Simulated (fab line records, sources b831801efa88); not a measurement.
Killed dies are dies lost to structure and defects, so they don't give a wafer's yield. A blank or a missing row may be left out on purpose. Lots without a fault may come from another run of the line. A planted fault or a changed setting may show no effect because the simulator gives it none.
fab line records | flow sky130
record lots=4 wafers=12 last_day=49
route steps=708 shown LDD_LDN@292 SPACER@304 POLY_CUT@307 SD_P@320 RES_XHIGH@332 SALICIDE@361 PAD_OPEN@708
lots that met no fault: from a run of the same line without faults
start_h: hours from the record's first day to the start of the lot's first wafer shown | wait_h: hours since the lot's step before | " the same as in the row above | L1.1+2: a row that stands for several wafers | - no value, or no start given | * or withheld: withheld | < > ~ a bound
route shown NAME@n: a module of which the file shows steps, and the number in the route of the first | usual: mean/standard deviation of fault-free wafers | same: alike in all rows | chamber/n: place in a boat | sites: the reading at each site | _std_site: their standard deviation | _edge_site: outer sites' mean less inner sites' | radius_mm: how far each site lies from the wafer's centre | mask NAME#n: copy n | behind: the tool/chamber that last shaped the wafer | hold: why the lot was held/for how many hours/how that ended | device: the transistor (n, p or np) that didn't switch | end of line: the same wafers' tests at the end of the route | a step without rows: its recipe alone | killed: dies lost to structure and defects at the first sort, not the wafer's yield | map: a wafer's dies, x killed, . not, _ none there
set.NAME: the setting as run; set.NAME@STEP: as run at that earlier step | model.NAME: the simulator's own value behind a step, which no gauge read
lots at some steps of the route; a table a step, a row a wafer
services: from which hour (start_h, from the record's first day; less than 0 if before it) a tool's chamber was out of use, for how many hours, and why
## steps
# step SKY_LDD_LDN_SOFTBAKE_03
# recipe temp_c=89.37 time_s=60 resist=NOVOLAK
# step SKY_LDD_LDN_EXPOSE_04
# recipe mask_id=LDNTM na=0.6 source_shape=conventional sigma_outer=0.6 polarization=unpolarized target_cd_nm=700 dose_mj=140
# step SKY_LDD_LDN_PEB_05
# recipe temp_c=withheld time_s=* resist=NOVOLAK
# step SKY_LDD_LDN_DEVELOP_06
# recipe resist=NOVOLAK developer=TMAH develop_time_s=60 dev_temp_c=23
# step SKY_LDD_LDN_IMPLANT_08
# recipe species=As energy_kev=15 dose_cm2=1.25e+13 tilt_deg=withheld rotation_deg=23
# step SKY_LDD_LDN_IMPLANT_09
# recipe species=As energy_kev=15 dose_cm2=1.25e+13 tilt_deg=withheld rotation_deg=113
# step SKY_LDD_LDN_IMPLANT_10
# recipe species=As energy_kev=15 dose_cm2=1.25e+13 tilt_deg=withheld rotation_deg=203
# step SKY_LDD_LDN_IMPLANT_11
# recipe species=As energy_kev=15 dose_cm2=1.25e+13 tilt_deg=withheld rotation_deg=293
# step SKY_LDD_LDN_STRIP_12
# recipe chemistry=O2/N2 power_w=1400 pressure_mtorr=1500 platen_temp_c=withheld o2_flow_sccm=3000 n2_flow_sccm=300 overash_fraction=0.5
# step SKY_LDD_LDN_CLEAN_14
# recipe chemistry=SC1/SC2 mix=1:4:20 temp_c=70 time_s=150 dry=n2_spin
# step SKY_SPACER_CVD_00
# recipe material=Si3N4 precursor=DCS/NH3 target_thk_nm=43.1 temp_c=770 time_s=740 pressure_mtorr=250
# usual spike_tc_bottom_C=786.9/1.4 spike_tc_centre_C=770.2/1 spike_tc_lower_C=769.8/1 spike_tc_top_C=781.3/1.7 spike_tc_upper_C=769.3/1.1 susceptor_temp_C=770.0/0.35
# columns lot.wafer tool chamber start_h wait_h spike_tc_bottom_C spike_tc_centre_C spike_tc_lower_C spike_tc_top_C spike_tc_upper_C susceptor_temp_C model.Si3N4_of_SPACER_CVD_00.thk_nm
L914.1 lpcvd-02 0 559.61 0.0 788.4 770.0 769.9 783.5 768.6 770.3 42.71
L914.2 " 0 " " 788.5 771.3 771.1 783.2 770.0 769.7 42.65
L914.4 " 0 " " 789.7 770.5 770.4 783.8 770.2 770.2 42.64
L915.2 lpcvd-02 1 561.42 0.9 788.0 771.7 768.3 779.5 769.4 769.6 42.92
L915.3 " 1 " " 786.1 768.6 771.2 781.1 767.3 769.8 42.82
L915.6 " 1 " " 789.9 770.2 769.2 778.8 767.4 770.3 42.92
L926.1 lpcvd-02 1 657.20 1.3 791.8 776.6 776.3 788.3 776.6 776.5 49.29
L926.3 " 1 " " 793.9 777.4 775.4 787.5 775.9 776.8 49.59
L926.6 " 1 " " 793.3 778.0 776.1 787.8 776.6 776.6 49.06
L927.2 lpcvd-02 1 667.54 1.2 792.1 775.9 776.3 786.5 777.9 776.7 49.04
L927.3 " 1 " " 793.5 776.7 775.4 788.9 776.6 776.7 49.35
L927.5 " 1 " " 793.1 777.5 777.1 789.2 774.8 777.0 49.25
# step SKY_SPACER_THK_MEAS_01
# recipe reads=Si3N4_of_SPACER_CVD_00
# usual SPACER_CVD_00_THK=43.1/0.4
# columns lot.wafer tool chamber start_h wait_h SPACER_CVD_00_THK[nm]
L914.1 film_metro-03 - 561.42 0.0 42.7
L914.2 " - " " 42.7
L914.4 " - " " 42.7
L915.2 film_metro-02 - 562.63 0.0 42.9
L915.3 " - " " 42.8
L915.6 " - " " 43.0
L926.1 film_metro-03 - 659.01 0.0 49.2
L926.3 " - " " 49.6
L926.6 " - " " 49.1
L927.2 film_metro-03 - 668.75 0.0 49.1
L927.3 " - " " 49.3
L927.5 " - " " 49.2
# step SKY_SPACER_ETCHBACK_02
# recipe chemistry=CH3F/O2 target=Si3N4 stop_on=SiO2 source_w=400 bias_w=80 pressure_mtorr=25 ch3f_flow_sccm=40 O2_flow_sccm=30 time_s=46.7 target_depth_a=450
# usual drypump_motor_current_A=5.9/0.46 oes_product_au=0.855/0.0064 throttle_valve_pct=10.563/0.0092
# columns lot.wafer tool chamber start_h wait_h drypump_motor_current_A oes_product_au rf_hours_counter_h throttle_valve_pct model.etch.depth_nm
L914.1 rie_diel-04 1 561.48 0.1 5.6 0.857 3 10.569 42.71
L914.2 " 0 " " 6.4 0.847 13 10.566 42.65
L914.4 " 0 " " 6.3 0.846 - 10.555 42.64
L915.2 rie_diel-03 2 562.68 0.0 5.4 0.856 3 10.575 42.92
L915.3 " 1 " " 5.0 0.852 1 10.553 42.82
L915.6 " 3 " " 5.5 0.857 - 10.558 42.92
L926.1 rie_diel-02 1 659.07 0.1 6.3 0.919 6 10.575 49.29
L926.3 " 3 " " 6.0 0.932 34 10.564 49.59
L926.6 " 1 " " 6.3 0.922 - 10.591 49.06
L927.2 rie_diel-02 2 668.80 0.0 5.8 0.919 45 10.560 49.04
L927.3 " 1 " " 6.3 0.936 6 10.575 49.35
L927.5 " 0 " " 6.7 0.926 - 10.569 49.25
# step SKY_POLY_CUT_DEHYDRATE_00
# recipe temp_c=200 time_s=60
# step SKY_POLY_CUT_HMDS_01
# recipe prime_time_s=60 prime_temp_c=120
# step SKY_POLY_CUT_COAT_02
# recipe resist=BARC temp_c=withheld time_s=withheld spin_rpm=3000 resist_thk_nm=60
# step SKY_POLY_CUT_COAT_03
# recipe resist=KrF-thick spin_rpm=3000 resist_thk_nm=450
# step SKY_POLY_CUT_SOFTBAKE_04
# recipe temp_c=100 time_s=90 resist=KrF-thick
# step SKY_POLY_CUT_EXPOSE_05
# recipe mask_id=NPCM na=0.8 source_shape=annular sigma_inner=0.55 sigma_outer=0.85 target_cd_nm=270 dose_mj=32
# step SKY_POLY_CUT_PEB_06
# recipe peb_temp_c=withheld peb_time_s=withheld resist=KrF-thick
# step SKY_POLY_CUT_DEVELOP_07
# recipe develop_time_s=60 resist=KrF-thick dev_temp_c=21
# step SKY_POLY_CUT_ETCH_10
# recipe chemistry=N2/H2 target=BARC ion_energy_ev=200 source_w=500 bias_w=100 pressure_mtorr=30 n2_flow_sccm=100 h2_flow_sccm=200 stop_on=SiO2 time_s=45.9 target_depth_a=600
# step SKY_POLY_CUT_ETCH_11
# recipe target=Si3N4 chemistry=CF4/CH2F2/Ar stop_on=poly-Si source_w=593.1 bias_w=150 pressure_mtorr=40 cf4_flow_sccm=40 ch2f2_flow_sccm=20 Ar_flow_sccm=150 time_s=42.5 target_depth_a=600
# step SKY_POLY_CUT_STRIP_12
# recipe chemistry=O2/N2 power_w=1400 pressure_mtorr=1500 platen_temp_c=withheld o2_flow_sccm=3000 n2_flow_sccm=300 overash_fraction=0.5
# step SKY_SD_P_DEHYDRATE_00
# recipe temp_c=200 time_s=60
# step SKY_SD_P_HMDS_01
# recipe prime_time_s=60 prime_temp_c=120
# step SKY_SD_P_COAT_02
# recipe resist=NOVOLAK spin_rpm=3000 resist_thk_nm=1140
# step SKY_SD_P_SOFTBAKE_03
# recipe temp_c=90 time_s=60 resist=NOVOLAK
# step SKY_SD_P_EXPOSE_04
# recipe mask_id=PSDM na=0.6 source_shape=conventional sigma_outer=0.6 polarization=unpolarized target_cd_nm=380 dose_mj=138
# step SKY_SD_P_PEB_05
# recipe temp_c=withheld time_s=* resist=NOVOLAK
# step SKY_SD_P_DEVELOP_06
# recipe resist=NOVOLAK developer=TMAH develop_time_s=60 dev_temp_c=23
# step SKY_SD_P_IMPLANT_09
# recipe species=BF2 energy_kev=20 dose_cm2=3e+15 tilt_deg=0
# step SKY_SD_P_STRIP_10
# recipe chemistry=O2/N2 power_w=1400 pressure_mtorr=1500 platen_temp_c=withheld o2_flow_sccm=3000 n2_flow_sccm=300 overash_fraction=0.5
# step SKY_RES_XHIGH_DEHYDRATE_00
# recipe temp_c=200 time_s=60
# step SKY_RES_XHIGH_HMDS_01
# recipe prime_time_s=60 prime_temp_c=120
# step SKY_SALICIDE_CLEAN_00
# recipe chemistry=HF-last time_s=30 dilution=100:1 dry=ipa_marangoni
# columns lot.wafer tool chamber start_h wait_h model.Si3N4_of_SPACER_CVD_00.thk_nm
L914.1 wet_bench-01 2 678.06 0.1 41.71
L914.2 " 2 " " 41.66
L914.4 " 2 " " 41.64
L915.2 wet_bench-02 1 679.31 0.1 41.94
L915.3 " 1 " " 41.83
L915.6 " 1 " " 41.93
L926.1 wet_bench-02 2 769.81 0.1 48.3
L926.3 " 2 " " 48.61
L926.6 " 2 " " 48.08
L927.2 wet_bench-02 0 777.65 0.1 48.04
L927.3 " 0 " " 48.35
L927.5 " 0 " " 48.26
# step SKY_PAD_OPEN_PROBE_99
# usual killed_at_M0_to_M3=44/7.9 killed_at_M4_up=3.1/2 killed_at_contacts=23/4.9 killed_at_front_end=15/3.9 killed_at_other=0.2/0.49 killed_dies=86/10 killed_open=47/7.1 killed_short=39/7.1
# same gross_dies=492 killed_at_back_side=0
# columns lot.wafer tool chamber start_h wait_h killed_at_M0_to_M3 killed_at_M4_up killed_at_contacts killed_at_front_end killed_at_other killed_dies killed_open killed_short model.etest.pfet_01v8.r_on_ohm_um model.etest.nfet_g5v0d10v5.r_on_ohm_um model.etest.sonos_uncharged.r_on_ohm_um model.etest.pfet_01v8.drive_ua_um model.etest.sram_pfet_latch.drive_ua_um model.etest.pfet_01v8_hvt.drive_ua_um model.etest.pfet_01v8.off_log10_a_um
L914.1 prober-01 - 1098.84 0.1 40 3 30 16 1 90 48 42 3065 1919 822.2 176.6 131.8 130.3 -10.53
L914.2 prober-01 - 1098.89 0.1 40 1 28 6 0 75 45 30 2942 1895 826.2 184.5 143.3 138.4 -10.26
L914.4 prober-01 - 1098.99 0.2 43 2 22 16 0 83 43 40 2993 1913 801 180.7 137.3 134.3 -10.22
L915.2 prober-02 - 1099.64 0.1 52 5 25 18 1 101 47 53 2989 1917 818.2 182.8 142.7 136.4 -10.5
L915.3 prober-02 - 1099.69 0.2 35 2 22 19 0 78 39 39 2822 1864 784.9 196.1 143.4 146.9 -9.685
L915.6 prober-02 - 1099.84 0.2 56 0 22 16 0 94 57 37 2936 1891 797.4 189.1 141.3 141 -9.923
L926.1 prober-01 - 1163.25 0.1 40 2 28 21 0 91 60 31 3198 1936 860.7 167.9 130.9 125.1 -11.14
L926.3 prober-01 - 1163.35 0.2 53 5 16 12 1 87 44 43 3158 1946 860.1 173.2 125 127.9 -11.05
L926.6 prober-01 - 1163.50 0.2 39 4 21 19 0 83 53 30 3217 1932 861.8 166.9 129.4 124.3 -11.33
L927.2 prober-02 - 1168.57 0.1 38 0 28 18 0 84 54 30 3177 1926 828.8 173.4 130.5 126.4 -10.65
L927.3 prober-02 - 1168.62 0.2 39 4 17 15 0 75 40 35 3278 1971 857.5 166.3 123.4 122.6 -11.35
L927.5 prober-02 - 1168.72 0.2 53 6 25 16 0 100 54 46 3196 1939 860.3 170.8 125.2 126.1 -10.99
# killed by level:class
L914.1 LI_CONTACT:geometric_particle:open=12 VIA1:geometric_particle:open=10 LOCAL_INTERCONNECT:geometric_particle:short=7 CONTACT:geometric_particle:short=6 VIA2:geometric_particle:open=6 POLY_GATE:geometric_particle:short=5 METAL1:geometric_particle:short=5 VIA1:geometric_particle:short=5
L914.2 VIA3:geometric_particle:open=10 LOCAL_INTERCONNECT:geometric_particle:short=8 CONTACT:geometric_particle:open=7 CONTACT:geometric_particle:short=7 VIA1:geometric_particle:open=6 VIA2:geometric_particle:open=6 LI_CONTACT:geometric_particle:open=4 METAL1:geometric_particle:open=4
L914.4 CONTACT:geometric_particle:open=11 VIA1:geometric_particle:open=7 VIA3:geometric_particle:open=6 METAL1:geometric_particle:short=6 VIA2:geometric_particle:open=6 POLY_GATE:geometric_particle:short=4 METAL2:geometric_particle:short=4 METAL3:geometric_particle:short=4
L915.2 VIA1:geometric_particle:open=11 METAL1:geometric_particle:short=8 VIA3:geometric_particle:open=7 LI_CONTACT:geometric_particle:open=7 VIA2:geometric_particle:open=7 POLY_GATE:geometric_particle:short=6 CONTACT:geometric_particle:short=6 CONTACT:geometric_particle:open=5
L915.3 CONTACT:geometric_particle:open=7 VIA1:geometric_particle:short=7 FIELD_ISO:geometric_particle:open=6 CONTACT:geometric_particle:short=6 VIA3:geometric_particle:open=5 FIELD_ISO:geometric_particle:short=4 VIA2:geometric_particle:short=4 METAL2:geometric_particle:short=4
L915.6 VIA1:geometric_particle:open=13 VIA3:geometric_particle:open=11 VIA1:geometric_particle:short=9 CONTACT:geometric_particle:open=8 METAL1:geometric_particle:short=7 VIA2:geometric_particle:open=7 VIA2:geometric_particle:short=6 FIELD_ISO:geometric_particle:open=5
L926.1 VIA1:geometric_particle:open=15 CONTACT:geometric_particle:open=12 LI_CONTACT:geometric_particle:open=9 VIA3:geometric_particle:open=6 FIELD_ISO:geometric_particle:short=5 POLY_GATE:geometric_particle:open=5 POLY_GATE:geometric_particle:short=4 CONTACT:geometric_particle:short=4
L926.3 VIA2:geometric_particle:open=8 VIA3:geometric_particle:open=7 CONTACT:geometric_particle:open=6 METAL1:geometric_particle:short=6 VIA1:geometric_particle:short=6 VIA1:geometric_particle:open=6 METAL3:geometric_particle:short=5 POLY_GATE:geometric_particle:short=4
L926.6 CONTACT:geometric_particle:open=10 VIA1:geometric_particle:open=10 VIA2:geometric_particle:open=9 FIELD_ISO:geometric_particle:open=6 VIA3:geometric_particle:open=5 METAL1:geometric_particle:short=5 POLY_GATE:geometric_particle:open=4 LI_CONTACT:geometric_particle:open=4
L927.2 LI_CONTACT:geometric_particle:open=14 VIA1:geometric_particle:open=11 CONTACT:geometric_particle:open=9 METAL1:geometric_particle:short=7 FIELD_ISO:geometric_particle:short=5 POLY_GATE:geometric_particle:short=5 VIA1:geometric_particle:short=5 VIA2:geometric_particle:open=5
L927.3 VIA3:geometric_particle:open=11 VIA1:geometric_particle:open=6 CONTACT:geometric_particle:open=5 CONTACT:geometric_particle:short=5 FIELD_ISO:geometric_particle:short=4 VIA1:geometric_particle:short=4 FIELD_ISO:geometric_particle:open=3 POLY_GATE:geometric_particle:short=3
L927.5 VIA1:geometric_particle:open=13 LI_CONTACT:geometric_particle:open=9 VIA3:geometric_particle:open=8 CONTACT:geometric_particle:open=6 METAL4:geometric_particle:short=6 VIA2:geometric_particle:short=6 LI_CONTACT:geometric_particle:short=5 METAL1:geometric_particle:short=5
## services
# columns tool chamber start_h hours kind
rie_diel-02 - 554.31 14.6 pm
rie_diel-04 2 558.03 8.6 repair
wet_bench-01 - 568.89 0.6 repair
rie_diel-03 - 577.24 0.5 repair
lpcvd-02 - 578.63 0.7 repair
rie_diel-04 0 590.64 9.7 repair
lpcvd-02 - 598.02 14.6 pm
rie_diel-04 0 602.89 12.2 repair
rie_diel-04 2 608.61 6.3 repair
wet_bench-02 - 608.85 4.4 repair
rie_diel-03 1 614.17 24.2 repair
rie_diel-04 0 619.41 12.0 repair
rie_diel-04 1 627.86 6.0 repair
rie_diel-03 1 639.47 10.1 repair
lpcvd-02 - 643.90 2.8 pm
rie_diel-04 - 657.34 0.6 repair
rie_diel-02 - 677.11 2.4 repair
rie_diel-04 - 687.04 2.8 pm
rie_diel-03 0 707.39 6.2 repair
rie_diel-03 3 716.67 3.8 repair
rie_diel-04 1 732.65 8.5 repair
rie_diel-03 0 744.74 3.4 repair
rie_diel-03 0 753.20 2.8 repair
rie_diel-03 - 770.86 0.6 repair
## key
first_sign step=SKY_SPACER_CVD_00 reading=susceptor_temp_C direction=up sigmas=19 usual=* struck=*
effect step=SKY_SPACER_CVD_00 reading=spike_tc_centre_C direction=up sigmas=6.7 usual=770.2 struck=777.0
effect step=SKY_SPACER_THK_MEAS_01 reading=SPACER_CVD_00_THK direction=up sigmas=15 usual=43.1 struck=49.3
effect step=SKY_SPACER_ETCHBACK_02 reading=oes_product_au direction=up sigmas=11 usual=0.855 struck=0.926
model_effect step=SKY_SPACER_CVD_00 value=Si3N4_of_SPACER_CVD_00.thk_nm without=43.27 struck=49.26
model_effect step=SKY_SPACER_ETCHBACK_02 value=etch.depth_nm without=43.27 struck=49.26
model_effect step=SKY_SALICIDE_CLEAN_00 value=Si3N4_of_SPACER_CVD_00.thk_nm without=42.28 struck=48.27
model_effect step=SKY_PAD_OPEN_PROBE_99 value=etest.pfet_01v8.r_on_ohm_um without=3011 struck=3204
met_at SKY_SPACER_CVD_00
struck_wafers L926.1,L926.3,L926.6,L927.2,L927.3,L927.5
tester_left_out L926,L927
onset_between 561.42 657.20
fault kind=process_parameter_drift tool=lpcvd-02 chamber=1 onset_h=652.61 steps=SKY_SPACER_CVD_00 channel=temp_c offset=* shape=step end_h=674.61 acts_in=* stated=*
# tester_left_out: of these lots the tester's yield and bins aren't shown, on N5 and GAA mostly nor the transistor test; their killed dies are dies lost to structure and defects alone, not to doping, threshold or leakage, so they don't give the yield
